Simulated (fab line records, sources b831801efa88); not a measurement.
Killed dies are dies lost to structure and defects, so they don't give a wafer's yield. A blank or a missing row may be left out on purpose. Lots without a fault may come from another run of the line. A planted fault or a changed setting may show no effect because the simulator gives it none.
Problem report in the 8D (eight disciplines) form, filled by code | flow gf180mcu | the parts of the form that need people (team, actions taken, sign-off) are left out

1. THE PROBLEM
MVSD_TW at GF_MVSD_TW_MEAS_11 reads a mean of 1521 on 3 wafers of 1 lot; wafers without a fault read 1579 with a standard deviation of 12. That is -4.9 standard deviations from the usual mean.
First seen on wafer L222.2, day 9 10:10, on film_metro-02. The record holds 39 wafers of 13 lots with a number at this step. Rule for "out", or "out of limits": more than 4 standard deviations from the usual mean. The other wafers with a number count as sound.

2. WHAT IT IS AND WHAT IT IS NOT
question                    | is                     | is not
which readings at this step | MVSD_TW                | -
which lots                  | L222                   | L203, L204, L205, L206, L208, L209, L211, L212, L215, L216, L218, L219
which wafers of those lots  | all that have a number | -
read on which gauges        | film_metro-02          | film_metro-01, film_metro-04
when                        | from day 9 10:10       | up to then (36 sound wafers)

3. SUSPECTS, AND WHAT RULES EACH OUT
Counting: a tool at a process step up to the reading stays a suspect if it ran every lot that is out and no sound lot after the first of them.
- the gauge at GF_MVSD_TW_MEAS_11: ruled out. All the wafers that are out were read on film_metro-02, but those of them that GF_LVPWELL_STRIP_10 has rows for are out there too, on other tools.
- plasma_asher-04 at GF_LVPWELL_STRIP_10 (strips in O2/N2): kept. It ran the lot that is out, L222 (day 8 16:25), and no sound lot after that; its last sound lot up to then is L219 (day 7 21:28). Its own readings are out on those wafers: oes_product_au.
- plasma_asher-01 at GF_MVSD_STRIP_10 (strips in O2/N2): kept. It ran the lot that is out, L222 (day 9 10:04), and no sound lot after that; its last sound lot up to then is L211 (day 6 15:06). Its own readings are out on those wafers: strip_time_to_endpoint_s.
Left after counting: plasma_asher-04 at GF_LVPWELL_STRIP_10, plasma_asher-01 at GF_MVSD_STRIP_10.

4. THE CAUSE (what the simulator had put in)
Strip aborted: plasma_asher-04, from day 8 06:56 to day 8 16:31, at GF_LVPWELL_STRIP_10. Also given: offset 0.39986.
Counting left 2 suspects, and this tool is among them.

5. THE CHAIN OF EFFECTS, in route order
Each row: a reading whose mean over the struck wafers that have a number lies more than 3 standard deviations from the usual. Only readings for which the record gives a usual standard deviation are gone through. hours: the time from each lot's start at the first step in this table that gives one to its start at this step, as a median over the lots. sigmas: the change in usual standard deviations.
hours | step                | reading                  | usual      | on struck wafers | change | sigmas
0     | GF_LVPWELL_STRIP_10 | oes_product_au           | 0.723 a.u. | 0.969            | +0.246 | +58
18    | GF_MVSD_STRIP_10    | strip_time_to_endpoint_s | 36.98 s    | 40.75            | +3.77  | +40
18    | GF_MVSD_TW_MEAS_11  | MVSD_TW                  | 1579       | 1521             | -58    | -4.9
The process steps in it:
- GF_LVPWELL_STRIP_10: strips in O2/N2.
- GF_MVSD_STRIP_10: strips in O2/N2.
Readings that are blank on the struck wafers while sound wafers have them: strip_time_to_endpoint_s at GF_LVPWELL_STRIP_10.
Later measuring or inspecting steps at which every struck wafer that the step has a row for has a number for every such reading, and none has moved that far: GF_MVPSD_OVL_MEAS_07.

6. WHAT WOULD HAVE CAUGHT IT SOONER
In this record the first reading out of limits at a measuring or inspecting step was taken at day 9 10:10, 27 hours after the fault began at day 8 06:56.
The tool's own readings at GF_LVPWELL_STRIP_10 were out on every struck wafer that the step has a row for (oes_product_au): an alarm limit on them would have fired on the first of those.
All the lots that are out (1) had begun GF_LVPWELL_STRIP_10 on plasma_asher-04 by day 9 10:10. A hold on the tool at that time would have spared none of them.
